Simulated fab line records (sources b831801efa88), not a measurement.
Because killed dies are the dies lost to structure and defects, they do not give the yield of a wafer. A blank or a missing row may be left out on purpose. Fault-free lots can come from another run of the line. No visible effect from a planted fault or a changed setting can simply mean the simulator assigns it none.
Which tool is to blame? + flow gf180mcu + 14 lots with 42 wafers sampled at 3 steps, on a route of 602 steps

## WHAT THE GAUGES READ, wafer by wafer
GF_MVPSD_TW_MEAS_11. Usual: for MVPSD_TW the level is 554.9 and the standard deviation is 2.1.
| lot  | measured     | on           | MVPSD_TW          | flag |
|------|--------------|--------------|-------------------|------|
| L886 | day 5 03:25  | filmMetro-04 | 553.5 556.3 551.7 |      |
| L887 | day 5 08:37  | filmMetro-04 | 555.8 553.3 554.6 |      |
| L889 | day 5 23:08  | filmMetro-03 | 552.0 557.0 557.2 |      |
| L890 | day 6 02:26  | filmMetro-03 | 561.2 557.8 555.5 |      |
| L894 | day 7 00:21  | filmMetro-04 | 704.7 701.0 701.5 | OFF  |
| L896 | day 7 13:53  | filmMetro-04 | 703.7 703.4 703.9 | OFF  |
| L899 | day 8 06:27  | filmMetro-03 | 557.2 553.7 554.7 |      |
| L900 | day 8 15:50  | filmMetro-03 | 558.4 557.4 555.9 |      |
| L903 | day 9 05:05  | filmMetro-04 | 553.0 552.9 551.7 |      |
| L905 | day 9 17:38  | filmMetro-03 | 555.6 553.5 556.3 |      |
| L906 | day 9 21:28  | filmMetro-03 | 553.4 554.5 552.7 |      |
| L907 | day 10 04:35 | filmMetro-01 | 553.6 553.5 555.4 |      |
| L908 | day 10 12:40 | filmMetro-04 | 552.2 549.0 552.5 |      |
| L909 | day 10 17:07 | filmMetro-03 | 560.9 552.4 555.7 |      |

GF_VT_IMPLANT_RS_MEAS_49: a four-point-probe measurement. Usual: for MVPSD_RS the level is 1168.8 ohm/sq and the standard deviation is 3.
| lot  | measured     | on           | MVPSD_RS (ohm/sq)    | flag |
|------|--------------|--------------|----------------------|------|
| L886 | day 7 16:27  | filmMetro-01 | 1166.1 1167.9 1167.0 |      |
| L887 | day 7 22:43  | filmMetro-04 | 1169.9 1172.2 1169.7 |      |
| L889 | day 8 13:46  | filmMetro-04 | 1173.4 1168.1 1166.0 |      |
| L890 | day 8 18:27  | filmMetro-01 | 1168.8 1163.4 1167.0 |      |
| L894 | day 9 17:28  | filmMetro-03 | 674.6 677.1 675.9    | OFF  |
| L896 | day 10 09:15 | filmMetro-01 | 672.4 673.7 673.7    | OFF  |
| L899 | day 11 05:04 | filmMetro-04 | 1166.9 1173.4 1169.2 |      |
| L900 | day 11 13:30 | filmMetro-04 | 1166.3 1164.1 1167.1 |      |
| L903 | day 12 06:58 | filmMetro-03 | 1168.4 1170.8 1171.0 |      |
| L905 | day 12 21:34 | filmMetro-03 | 1170.5 1168.7 1172.2 |      |
| L906 | day 13 01:11 | filmMetro-03 | 1170.5 1170.2 1170.4 |      |
| L907 | day 13 07:55 | filmMetro-01 | 1167.1 1168.3 1168.8 |      |
| L908 | day 13 18:36 | filmMetro-01 | 1166.3 1165.4 1171.2 |      |
| L909 | day 14 05:32 | filmMetro-01 | 1163.7 1165.9 1165.5 |      |

## EACH LOT AND THE TOOL THAT RAN IT (in order: tool; ch and the chambers of the sampled wafers; start)
| lot  | GF_MVPSD_IMPLANT_09             |
|------|---------------------------------|
| L886 | implanter-03 ch 0, day 5 03:10  |
| L887 | implanter-03 ch 0, day 5 08:23  |
| L889 | implanter-02 ch 0, day 5 22:53  |
| L890 | implanter-02 ch 0, day 6 02:02  |
| L894 | implanter-02 ch 0, day 7 00:07  |
| L896 | implanter-02 ch 0, day 7 13:38  |
| L899 | implanter-01 ch 0, day 8 06:13  |
| L900 | implanter-03 ch 0, day 8 15:35  |
| L903 | implanter-01 ch 0, day 9 04:50  |
| L905 | implanter-03 ch 0, day 9 17:24  |
| L906 | implanter-03 ch 0, day 9 21:13  |
| L907 | implanter-01 ch 0, day 10 04:20 |
| L908 | implanter-03 ch 0, day 10 12:25 |
| L909 | implanter-03 ch 0, day 10 16:52 |
- GF_MVPSD_IMPLANT_09

## AS READ BY THE TOOLS THEMSELVES (means over the sampled wafers that have a number; for cases with no such wafer, the mark the record gives instead)
GF_MVPSD_IMPLANT_09. Usual: doseIonsCm2 5e+12, standard deviation 5.1e+09; faradayCurrentUA 28.3, standard deviation 0.55.
| lot  | tool         | doseIonsCm2 | faradayCurrentUA | flag |
|------|--------------|-------------|------------------|------|
| L886 | implanter-03 | 5e+12       | 28.5             |      |
| L887 | implanter-03 | 5e+12       | 28.6             |      |
| L889 | implanter-02 | 5e+12       | 28.4             |      |
| L890 | implanter-02 | 5e+12       | 28.5             |      |
| L894 | implanter-02 | 4e+13       | 218.9            | OFF  |
| L896 | implanter-02 | 4e+13       | 215.7            | OFF  |
| L899 | implanter-01 | 5e+12       | 28.1             |      |
| L900 | implanter-03 | 5e+12       | 28.6             |      |
| L903 | implanter-01 | 5e+12       | 28.2             |      |
| L905 | implanter-03 | 5e+12       | 28.8             |      |
| L906 | implanter-03 | 5e+12       | 28.5             |      |
| L907 | implanter-01 | 5e+12       | 27.7             |      |
| L908 | implanter-03 | 5e+12       | 28.5             |      |
| L909 | implanter-03 | 5e+12       | 28.3             |      |

## THE ANSWER, worked out from the rows above alone
Rule: a lot counts as off when the mean over its wafers that have a number is more than 3 standard deviations away from the usual mean. Also off: a lot with no number at a reading for which 4 or more lots have one. Any other lot the step has rows for is counted as sound. The gauges are gone through in route order, then the tools' own readings, and for those a lot's mean is taken as printed above. The first step at which some lot is off is used, and at that step the reading that is off furthest; a lot without a number counts as furthest.
Off: at GF_MVPSD_TW_MEAS_11 (MVPSD_TW), L894, L896.
If a tool, at a process step before that reading, ran all the lots that are off and no sound lot after the first of them, it fits. The gauges at GF_MVPSD_TW_MEAS_11 aren't tried: what is off there is off at GF_VT_IMPLANT_RS_MEAS_49 too, on other tools, and a gauge's error can't cause that. One candidate fits, namely implanter-02 at GF_MVPSD_IMPLANT_09. Its last sound lot is L890 (day 6 02:02), its first lot that is off L894 (day 7 00:07): a fault that began between those two fits.
The tool's own readings at GF_MVPSD_IMPLANT_09 bear it out: on the lots that are off they differ by more than 5 times the standard deviation of the sound lots' means. doseIonsCm2 reads 4e+13 there against 5e+12 on the sound lots; faradayCurrentUA reads 217.3 there against 28.4 on the sound lots.

## WHAT THE SIMULATOR HAD INSERTED
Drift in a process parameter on implanter-02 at GF_MVPSD_IMPLANT_09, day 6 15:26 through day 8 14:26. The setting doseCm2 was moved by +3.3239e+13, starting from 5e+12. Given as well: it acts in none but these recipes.
Shown lots that were struck: L894, L896. Same finding as the rule above.
